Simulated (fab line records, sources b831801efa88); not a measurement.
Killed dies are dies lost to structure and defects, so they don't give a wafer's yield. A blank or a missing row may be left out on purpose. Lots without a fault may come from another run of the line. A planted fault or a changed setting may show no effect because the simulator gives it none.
Which tool did it? | flow sky130 | 15 lots, 45 wafers sampled, at 3 steps of a route of 708

WHAT THE GAUGES READ, wafer by wafer
SKY_CAP2M_RS_MEAS_03: measures by four-point-probe.
lot  | measured     | on            | CAP2M_TIN_RS (ohm/sq)
L974 | day 40 05:13 | film_metro-02 | 6.98 6.89 6.82
L976 | day 41 09:56 | film_metro-02 | 6.91 6.91 6.93
L978 | day 41 10:46 | film_metro-02 | 6.92 6.99 6.90
L980 | day 42 08:51 | film_metro-03 | 6.82 6.88 6.84
L984 | day 42 21:58 | film_metro-02 | - - - - - -
L985 | day 43 07:21 | film_metro-04 | - - - - - -
L986 | day 43 17:20 | film_metro-04 | - - - - - -
L987 | day 44 02:09 | film_metro-04 | 6.84 6.96 6.93
L988 | day 44 07:18 | film_metro-04 | 6.86 6.81 6.95
L990 | day 44 22:29 | film_metro-04 | 6.87 6.97 6.91
L989 | day 45 02:33 | film_metro-02 | 7.00 6.99 7.03
L991 | day 45 04:08 | film_metro-03 | 7.02 7.09 6.89
L993 | day 45 14:37 | film_metro-02 | 6.94 6.88 6.92
L994 | day 45 15:53 | film_metro-04 | 6.89 6.91 6.91
L995 | day 45 23:17 | film_metro-02 | 6.93 7.01 6.92

WHICH TOOL RAN EACH LOT (tool, then ch and the chambers of the sampled wafers, then the start)
lot  | SKY_CONTACT_ETCH_17                | SKY_CAP2M_SPUTTER_02
L974 | rie_diel-04 ch 0,1,3, day 32 02:49 | pvd_sputter-02, day 40 05:06
L976 | rie_diel-04 ch 2,3, day 33 10:19   | pvd_sputter-02, day 41 09:49
L978 | rie_diel-01 ch 2,3, day 33 11:08   | pvd_sputter-02, day 41 10:37
L980 | rie_diel-04 ch 2,3, day 34 10:52   | pvd_sputter-03, day 42 08:44
L984 | rie_diel-01 ch 0,1, day 35 05:05   | pvd_sputter-03, day 42 21:52
L985 | rie_diel-04 ch 1,2,3, day 35 13:58 | pvd_sputter-03, day 43 07:14
L986 | rie_diel-04 ch 0,1,3, day 35 22:58 | pvd_sputter-02, day 43 17:13
L987 | rie_diel-01 ch 0,3, day 36 10:28   | pvd_sputter-03, day 44 02:01
L988 | rie_diel-01 ch 1,2, day 36 16:26   | pvd_sputter-03, day 44 07:11
L990 | rie_diel-01 ch 0,1,3, day 37 11:31 | pvd_sputter-04, day 44 22:22
L989 | rie_diel-01 ch 0,1, day 37 14:14   | pvd_sputter-02, day 45 02:25
L991 | rie_diel-02 ch 1,2, day 37 15:55   | pvd_sputter-02, day 45 04:02
L993 | rie_diel-04 ch 2,3, day 38 04:43   | pvd_sputter-02, day 45 14:29
L994 | rie_diel-04 ch 0,1,3, day 38 05:41 | pvd_sputter-04, day 45 15:47
L995 | rie_diel-02 ch 0,1,3, day 38 15:58 | pvd_sputter-03, day 45 23:10
- SKY_CONTACT_ETCH_17: etches SiO2 in C4F8/O2/Ar, stops on Si3N4, target depth 340 nm.
- SKY_CAP2M_SPUTTER_02: material TiN, target thk 200 nm, time 166.7 s.

WHAT THE TOOLS THEMSELVES READ (means of the sampled wafers that have a number; where no wafer has one, the mark that the record gives instead)
SKY_CONTACT_ETCH_17.
lot  | tool        | oes_product_au (a.u.)
L974 | rie_diel-04 | 0.892
L976 | rie_diel-04 | 0.891
L978 | rie_diel-01 | 0.890
L980 | rie_diel-04 | 0.891
L984 | rie_diel-01 | 0.891
L985 | rie_diel-04 | 0.893
L986 | rie_diel-04 | 0.893
L987 | rie_diel-01 | 0.887
L988 | rie_diel-01 | 0.896
L990 | rie_diel-01 | 0.892
L989 | rie_diel-01 | 0.895
L991 | rie_diel-02 | 0.898
L993 | rie_diel-04 | 0.894
L994 | rie_diel-04 | 0.894
L995 | rie_diel-02 | 0.895

SKY_CAP2M_SPUTTER_02.
lot  | tool           | cathode_dc_power_W (W) | chamber_pressure_pa (Pa) | throttle_valve_pct (%)
L974 | pvd_sputter-02 | 6499.4                 | 0.4005                   | 30.6
L976 | pvd_sputter-02 | 6499.7                 | 0.3995                   | 30.3
L978 | pvd_sputter-02 | 6498.5                 | 0.3997                   | 30.6
L980 | pvd_sputter-03 | 6499.7                 | 0.4004                   | 30.7
L984 | pvd_sputter-03 | -                      | -                        | -
L985 | pvd_sputter-03 | -                      | -                        | -
L986 | pvd_sputter-02 | -                      | -                        | -
L987 | pvd_sputter-03 | 6499.0                 | 0.4004                   | 30.6
L988 | pvd_sputter-03 | 6500.2                 | 0.4001                   | 30.8
L990 | pvd_sputter-04 | 6499.6                 | 0.3999                   | 30.6
L989 | pvd_sputter-02 | 6500.4                 | 0.4001                   | 29.6
L991 | pvd_sputter-02 | 6500.6                 | 0.3999                   | 29.5
L993 | pvd_sputter-02 | 6500.3                 | 0.3998                   | 30.7
L994 | pvd_sputter-04 | 6501.0                 | 0.4004                   | 30.7
L995 | pvd_sputter-03 | 6500.2                 | 0.3998                   | 30.5

THE ANSWER, worked out from the rows above alone
Rule: what is usual is taken from the lots themselves. Put in order of their means at a reading, lots are off if they are a third of the lots or fewer, leave a main group of 4 or more, and stand apart from it by a gap of 3 or more times the standard deviation of the main group's means; of several such gaps the widest counts. A main group whose means are all the same, to the digits that the tables above print for the reading, isn't used. A lot without any number at a reading at which 4 lots or more have one is off too. The other lots that the step has rows for count as sound. The gauges are gone through in route order, then the tools' own readings, and for those a lot's mean is taken as printed above. The first step at which some lot is off is used, and at that step the reading that is off furthest; a lot without a number counts as furthest.
Off: L984, L985, L986, at SKY_CAP2M_RS_MEAS_03 (CAP2M_TIN_RS). Without a number there: L984, L985, L986. The main group: mean 6.92 ohm/sq, standard deviation 0.044.
A tool fits if, at a process step before that reading, it ran every lot that is off, and no sound lot after the first of them. The gauges at SKY_CAP2M_RS_MEAS_03 aren't tried: what is off there is off at SKY_CAP2M_SPUTTER_02 too, on other tools, and a gauge's error can't cause that. None of those tried fits.

WHAT THE SIMULATOR HAD PUT IN
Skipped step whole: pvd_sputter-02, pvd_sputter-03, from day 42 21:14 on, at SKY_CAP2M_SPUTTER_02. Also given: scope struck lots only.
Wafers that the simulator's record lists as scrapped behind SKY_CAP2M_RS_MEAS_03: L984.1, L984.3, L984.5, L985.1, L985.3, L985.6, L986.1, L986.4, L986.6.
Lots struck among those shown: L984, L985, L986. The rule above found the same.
